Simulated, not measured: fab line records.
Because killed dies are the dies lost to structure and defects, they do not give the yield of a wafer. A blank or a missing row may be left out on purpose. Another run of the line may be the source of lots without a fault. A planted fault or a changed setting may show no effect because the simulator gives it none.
One fault seen from 2 desks	flow gf180mcu	every desk sees just its own numbers, and what lay behind them comes last

## AT THE METROLOGY DESK
What the gauges read for every lot (on any tool): the sampled wafers with a number, averaged. Marked OUT: a lot whose mean sits more than 4 standard deviations from the usual mean, which makes it out of limits; the brackets give that distance.
Columns: A = M5_OVL at GF_M5_OVL_MEAS_08, usual -1 nm
lot	first seen here	A
L441	day 26 21:05	2
L442	day 26 23:34	1
L443	day 27 15:05	5
L446	day 28 16:10	-13
L447	day 28 18:54	-1
L448	day 29 02:04	5
L450	day 29 14:50	4
L451	day 29 16:08	-5
L454	day 30 16:23	-3
L458	day 31 23:53	-5
L460	day 32 03:58	1
L461	day 32 09:34	-2
L463	day 32 23:55	7
Result from this desk: across the 13 lots, nothing is out of limits.

## TOOL OWNER'S DESK, pvd-sputter-04
The tool's own readings at GF_M1_SPUTTER_02 (material AlCu, target thk 450 nm, time 23.9 s): means of the sampled wafers that have a number, for each lot that ran on this tool. Marked OUT: a lot whose mean sits more than 4 standard deviations from the usual mean, which makes it out of limits; the brackets give that distance.
Columns: A = chamber-pressure-pa at GF_M1_SPUTTER_02, usual 0.4001 Pa; B = throttle-valve-pct at GF_M1_SPUTTER_02, usual 30.7 %
lot	first seen here	A	B
L442	day 16 19:38	0.3999	31.2
L447	day 19 00:06	0.4003	31.2
L450	day 19 23:16	0.4000	30.4
L451	day 20 04:14	0.4006	31.0
L463	day 24 09:37	0.4002	31.0
Result from this desk: across the 5 lots, nothing is out of limits.

## PUT TOGETHER
At the metrology desk, nothing out of limits was observed.
Nothing out of limits was seen by the tool owner's desk.

## WHAT WAS PUT IN BY THE SIMULATOR
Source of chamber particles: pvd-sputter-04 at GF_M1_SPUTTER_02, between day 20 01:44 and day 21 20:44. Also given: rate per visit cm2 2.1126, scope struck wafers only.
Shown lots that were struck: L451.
